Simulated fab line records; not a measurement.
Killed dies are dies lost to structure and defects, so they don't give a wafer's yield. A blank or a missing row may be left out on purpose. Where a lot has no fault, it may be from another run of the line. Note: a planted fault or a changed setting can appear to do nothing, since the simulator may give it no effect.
fab line records    flow sky130
[record] lots = 13  wafers = 39  last_day = 50
route steps=708 shown FIELD_ISO@1 LDD_HVP@285 PAD_OPEN@708
lots that met no fault: taken from a fault-free run of the same line
start_h: hours from the record's opening day to when the first of the lot's shown wafers began    wait_h: time in hours since the lot's previous step    " unchanged from the row above    L1.1+2: a single row standing in for several wafers    - no value present, or no start provided    * or withheld: withheld    < > ~ a bound
route shown NAME@n: a module of which the file shows steps, and the number in the route of the first    usual: mean/standard deviation of fault-free wafers    same: alike in all rows    chamber/n: place in a boat    sites: readings site by site    _std_site: standard deviation across them    _edge_site: mean of outer sites minus mean of inner sites    radius_mm: for every site, how far away it sits from the centre of the wafer    mask NAME#n: copy n    behind: tool/chamber where the wafer was last shaped    hold: why the lot was held/for how many hours/how that ended    device: the n, p or np transistor that did not switch    end of line: the tests these same wafers got at the end of their route    for a step that has no rows: nothing shown but its recipe    killed: at the first sort, the dies lost to defects and structure; wafer yield is something else    map: a wafer's dies, x killed, . not, _ none there
set.NAME: the setting the step ran with; set.NAME@STEP: the setting that earlier step ran with    model.NAME: the simulator's own value behind a step, which no gauge read
steps of the route over a sample of lots; a table a step, a row a wafer
services: from which hour (start_h, from the record's first day; less than 0 if before it) a tool's chamber was out of use, for how many hours, and why
[[steps]]
[step SKY_FIELD_ISO_BOW_MEAS_00]
[recipe] mode = bow
[usual] INCOMING_BOW = -1/5.8
lot.wafer  tool           chamber  start_h  wait_h  INCOMING_BOW[um]
L553.3     film_metro-01  -        20.04    -       0
L553.5     "              -        "        "       -4
L553.6     "              -        "        "       -5
L554.1     film_metro-01  -        25.00    -       7
L554.4     "              -        "        "       17
L554.6     "              -        "        "       -2
L556.1     film_metro-01  -        35.00    -       4
L556.5     "              -        "        "       -5
L556.6     "              -        "        "       -7
L557.2     film_metro-03  -        40.02    -       0
L557.3     "              -        "        "       4
L557.5     "              -        "        "       -6
L558.2     film_metro-03  -        45.02    -       2
L558.4     "              -        "        "       -6
L558.5     "              -        "        "       1
L559.3     film_metro-02  -        50.04    -       -12
L559.4     "              -        "        "       -5
L559.6     "              -        "        "       -8
L560.3     film_metro-01  -        55.04    -       -6
L560.5     "              -        "        "       2
L560.6     "              -        "        "       -4
L564.2     film_metro-03  -        75.02    -       -1
L564.3     "              -        "        "       -1
L564.6     "              -        "        "       -3
L568.1     film_metro-03  -        95.00    -       4
L568.2     "              -        "        "       -9
L568.4     "              -        "        "       6
L569.2     film_metro-01  -        100.02   -       9
L569.4     "              -        "        "       0
L569.6     "              -        "        "       9
L570.1     film_metro-03  -        105.00   -       6
L570.2     "              -        "        "       0
L570.6     "              -        "        "       -1
L572.1     film_metro-02  -        115.00   -       4
L572.4     "              -        "        "       9
L572.6     "              -        "        "       -5
L573.1     film_metro-02  -        120.00   -       0
L573.2     "              -        "        "       2
L573.3     "              -        "        "       -1
[step SKY_FIELD_ISO_OXIDATION_01]
[recipe] temp_c = 900  ambient = O2  stabilise_s = 600  purge_s = 300  target_thk_a = 120  ox_time_s = 1843
[usual] spike_tc_top_C = 913.0/2.7  tube_center_temp_C_max = 902.4/0.4
lot.wafer  tool        chamber  start_h  wait_h  spike_tc_top_C  tube_center_temp_C_max
L553.3     furnace-01  0        20.60    0.5     915.8           901.9
L553.5     "           0        "        "       914.1           903.4
L553.6     "           0        "        "       916.0           903.1
L554.1     furnace-01  0        25.62    0.6     914.5           902.7
L554.4     "           0        "        "       914.6           902.4
L554.6     "           0        "        "       915.0           902.2
L556.1     furnace-01  0        36.57    1.6     914.5           902.1
L556.5     "           0        "        "       914.1           901.9
L556.6     "           0        "        "       916.9           901.8
L556.1     furnace-01  0        39.34    1.2     916.6           902.3
L556.5     "           0        "        "       917.5           902.6
L556.6     "           0        "        "       915.6           901.9
L557.2     furnace-02  0        41.38    1.3     908.9           902.1
L557.3     "           0        "        "       909.1           902.3
L557.5     "           0        "        "       909.5           901.9
L558.2     furnace-02  0        46.66    1.6     910.7           901.7
L558.4     "           0        "        "       909.7           901.9
L558.5     "           0        "        "       910.4           902.7
L559.3     furnace-01  0        50.12    0.1     914.1           902.3
L559.4     "           0        "        "       915.0           902.0
L559.6     "           0        "        "       913.5           902.6
L559.3     furnace-02  0        51.80    0.2     910.6           901.9
L559.4     "           0        "        "       911.3           902.1
L559.6     "           0        "        "       909.8           902.3
L560.3     furnace-01  0        55.12    0.1     914.5           902.4
L560.5     "           0        "        "       913.4           902.3
L560.6     "           0        "        "       915.6           902.7
L564.2     furnace-01  0        75.28    0.2     914.8           901.9
L564.3     "           0        "        "       916.2           902.7
L564.6     "           0        "        "       915.8           902.8
L568.1     furnace-02  0        95.74    0.7     909.3           902.1
L568.2     "           0        "        "       911.4           902.0
L568.4     "           0        "        "       909.1           902.3
L569.2     furnace-02  0        100.15   0.1     911.1           902.2
L569.4     "           0        "        "       909.3           902.0
L569.6     "           0        "        "       910.8           902.5
L570.1     furnace-02  0        105.12   0.1     909.8           902.8
L570.2     "           0        "        "       910.0           902.1
L570.6     "           0        "        "       908.9           902.0
L572.1     furnace-02  0        115.39   0.4     912.0           902.0
L572.4     "           0        "        "       911.6           903.0
L572.6     "           0        "        "       910.6           902.3
L573.1     furnace-02  0        120.12   0.1     909.8           902.3
L573.2     "           0        "        "       908.4           902.6
L573.3     "           0        "        "       910.6           902.8
[step SKY_FIELD_ISO_THK_MEAS_02]
[recipe] reads = SiO2_of_FIELD_ISO_OXIDATION_01
[usual] FIELD_ISO_OXIDATION_00_THK = 12.06/0.2
lot.wafer  tool           chamber  start_h  wait_h  FIELD_ISO_OXIDATION_00_THK[nm]
L553.3     film_metro-01  -        22.13    0.0     12.01
L553.5     "              -        "        "       12.16
L553.6     "              -        "        "       12.13
L554.1     film_metro-03  -        27.13    0.0     11.91
L554.4     "              -        "        "       11.62
L554.6     "              -        "        "       11.70
L556.1     film_metro-01  -        40.85    0.0     19.54
L556.5     "              -        "        "       19.62
L556.6     "              -        "        "       19.74
L557.2     film_metro-02  -        42.90    0.0     12.14
L557.3     "              -        "        "       11.93
L557.5     "              -        "        "       12.01
L558.2     film_metro-01  -        48.18    0.0     11.98
L558.4     "              -        "        "       12.17
L558.5     "              -        "        "       11.97
L559.3     film_metro-01  -        53.33    0.0     19.11
L559.4     "              -        "        "       19.15
L559.6     "              -        "        "       19.30
L560.3     film_metro-02  -        56.65    0.0     12.49
L560.5     "              -        "        "       12.53
L560.6     "              -        "        "       12.68
L564.2     film_metro-03  -        76.80    0.0     12.16
L564.3     "              -        "        "       12.10
L564.6     "              -        "        "       12.25
L568.1     film_metro-03  -        97.25    0.0     11.98
L568.2     "              -        "        "       12.08
L568.4     "              -        "        "       11.99
L569.2     film_metro-01  -        101.67   0.0     12.05
L569.4     "              -        "        "       11.96
L569.6     "              -        "        "       12.01
L570.1     film_metro-02  -        106.63   0.0     11.81
L570.2     "              -        "        "       12.00
L570.6     "              -        "        "       12.06
L572.1     film_metro-02  -        116.90   0.0     11.88
L572.4     "              -        "        "       12.15
L572.6     "              -        "        "       12.07
L573.1     film_metro-03  -        121.63   0.0     11.98
L573.2     "              -        "        "       12.03
L573.3     "              -        "        "       12.24
[step SKY_FIELD_ISO_CD_MEAS_13]
[recipe] target_cd_nm = 150
[usual] cd_nm = 149.9/2
lot.wafer  tool       chamber  start_h  wait_h  cd_nm
L553.3     cd_sem-02  -        39.98    -       149.3
L553.5     "          -        "        "       149.7
L553.6     "          -        "        "       149.5
L554.1     cd_sem-01  -        43.78    -       152.9
L554.4     "          -        "        "       150.8
L554.6     "          -        "        "       152.1
L556.1     cd_sem-01  -        57.13    -       150.0
L556.5     "          -        "        "       150.2
L556.6     "          -        "        "       149.5
L557.2     cd_sem-02  -        60.56    -       154.1
L557.3     "          -        "        "       153.9
L557.5     "          -        "        "       155.3
L558.2     cd_sem-01  -        66.16    -       152.9
L558.4     "          -        "        "       151.9
L558.5     "          -        "        "       152.4
L559.3     cd_sem-01  -        69.43    -       151.6
L559.4     "          -        "        "       151.7
L559.6     "          -        "        "       151.9
L560.3     cd_sem-02  -        76.88    -       151.4
L560.5     "          -        "        "       151.1
L560.6     "          -        "        "       153.0
L564.2     cd_sem-02  -        95.86    -       150.9
L564.3     "          -        "        "       150.2
L564.6     "          -        "        "       150.9
L568.1     cd_sem-01  -        122.19   -       151.4
L568.2     "          -        "        "       152.1
L568.4     "          -        "        "       152.0
L569.2     cd_sem-02  -        122.56   -       150.2
L569.4     "          -        "        "       149.4
L569.6     "          -        "        "       150.0
L570.1     cd_sem-01  -        128.74   -       147.2
L570.2     "          -        "        "       147.8
L570.6     "          -        "        "       147.9
L572.1     cd_sem-02  -        137.58   -       147.9
L572.4     "          -        "        "       149.0
L572.6     "          -        "        "       148.8
L573.1     cd_sem-02  -        142.88   -       149.7
L573.2     "          -        "        "       149.1
L573.3     "          -        "        "       150.1
[step SKY_LDD_HVP_OVL_MEAS_07]
[usual] LDD_HVP_OVL = 0.0/1.3
lot.wafer  tool        chamber  start_h  wait_h  LDD_HVP_OVL[nm]
L553.3     overlay-01  -        511.36   0.1     1.3
L553.5     "           -        "        "       0.2
L553.6     "           -        "        "       1.7
L554.1     overlay-01  -        519.03   0.1     1.4
L554.4     "           -        "        "       1.2
L554.6     "           -        "        "       0.1
L556.1     overlay-02  -        542.33   0.1     -0.4
L556.5     "           -        "        "       1.1
L556.6     "           -        "        "       0.5
L557.2     overlay-01  -        545.30   0.1     0.4
L557.3     "           -        "        "       -1.3
L557.5     "           -        "        "       -1.5
L558.2     overlay-02  -        566.30   0.1     3.3
L558.4     "           -        "        "       -0.5
L558.5     "           -        "        "       0.7
L559.3     overlay-01  -        567.21   0.1     -0.1
L559.4     "           -        "        "       -1.1
L559.6     "           -        "        "       -2.2
L560.3     overlay-02  -        573.40   0.1     1.5
L560.5     "           -        "        "       1.6
L560.6     "           -        "        "       1.0
L564.2     overlay-02  -        607.73   0.1     -0.9
L564.3     "           -        "        "       0.7
L564.6     "           -        "        "       0.0
L568.1     overlay-02  -        650.74   0.1     -0.5
L568.2     "           -        "        "       0.0
L568.4     "           -        "        "       1.0
L569.2     overlay-02  -        651.83   0.1     2.4
L569.4     "           -        "        "       -1.1
L569.6     "           -        "        "       -1.9
L570.1     overlay-02  -        657.39   0.1     1.1
L570.2     "           -        "        "       1.3
L570.6     "           -        "        "       1.9
L572.1     overlay-01  -        667.53   0.1     -0.7
L572.4     "           -        "        "       -0.8
L572.6     "           -        "        "       -0.7
L573.1     overlay-01  -        672.43   0.1     1.0
L573.2     "           -        "        "       -1.3
L573.3     "           -        "        "       1.2
[step SKY_PAD_OPEN_PROBE_99]
[usual] killed_at_M0_to_M3 = 44/6.6  killed_at_M4_up = 3.4/1.9  killed_at_contacts = 25/5.6  killed_at_front_end = 15/4.6  killed_at_other = 0.3/0.6  killed_dies = 88/9.5  killed_open = 47/7.1  killed_short = 40/6.4
[same] gross_dies = 492  killed_at_back_side = 0
lot.wafer  tool       chamber  start_h  wait_h  killed_at_M0_to_M3  killed_at_M4_up  killed_at_contacts  killed_at_front_end  killed_at_other  killed_dies  killed_open  killed_short
L556.6     prober-01  -        1109.17  0.2     38                  0                22                  12                   0                72           40           32
L559.6     prober-02  -        1121.33  0.2     37                  2                23                  17                   0                79           44           35
// killed by level:class
L556.6 VIA2:geometric_particle:open=8 VIA1:geometric_particle:open=7 LI_CONTACT:geometric_particle:open=6 METAL1:geometric_particle:short=5 LOCAL_INTERCONNECT:geometric_particle:short=5 CONTACT:geometric_particle:open=5 VIA3:geometric_particle:open=5 FIELD_ISO:geometric_particle:open=4
L559.6 VIA1:geometric_particle:open=11 LI_CONTACT:geometric_particle:open=8 POLY_GATE:geometric_particle:open=7 FIELD_ISO:geometric_particle:short=6 CONTACT:geometric_particle:short=6 VIA2:geometric_particle:open=6 VIA1:geometric_particle:short=4 FIELD_ISO:geometric_particle:open=3
[[services]]
tool        chamber  start_h  hours  kind
furnace-02  -        55.28    3.5    pm
[[key]]
[first_sign] step = SKY_FIELD_ISO_OXIDATION_01  reading = visit  direction = added
[effect] step = SKY_FIELD_ISO_THK_MEAS_02  reading = FIELD_ISO_OXIDATION_00_THK  direction = up  sigmas = 37  usual = 12.06  struck = 19.41
met_at SKY_FIELD_ISO_OXIDATION_01
struck_lots L556,L559
tester_left_out L556,L559
not_acting_at SKY_FIELD_ISO_BOW_MEAS_00,SKY_FIELD_ISO_CD_MEAS_13,SKY_LDD_HVP_OVL_MEAS_07
[fault] kind = repeated_step_whole  tool = furnace-01,furnace-02  chamber = -  onset_h = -  steps = SKY_FIELD_ISO_OXIDATION_01  times = 1  scope = struck_lots_only
// tester_left_out: of these lots the tester's yield and bins aren't shown, on N5 and GAA mostly nor the transistor test; their killed dies are dies lost to structure and defects alone, not to doping, threshold or leakage, so they don't give the yield
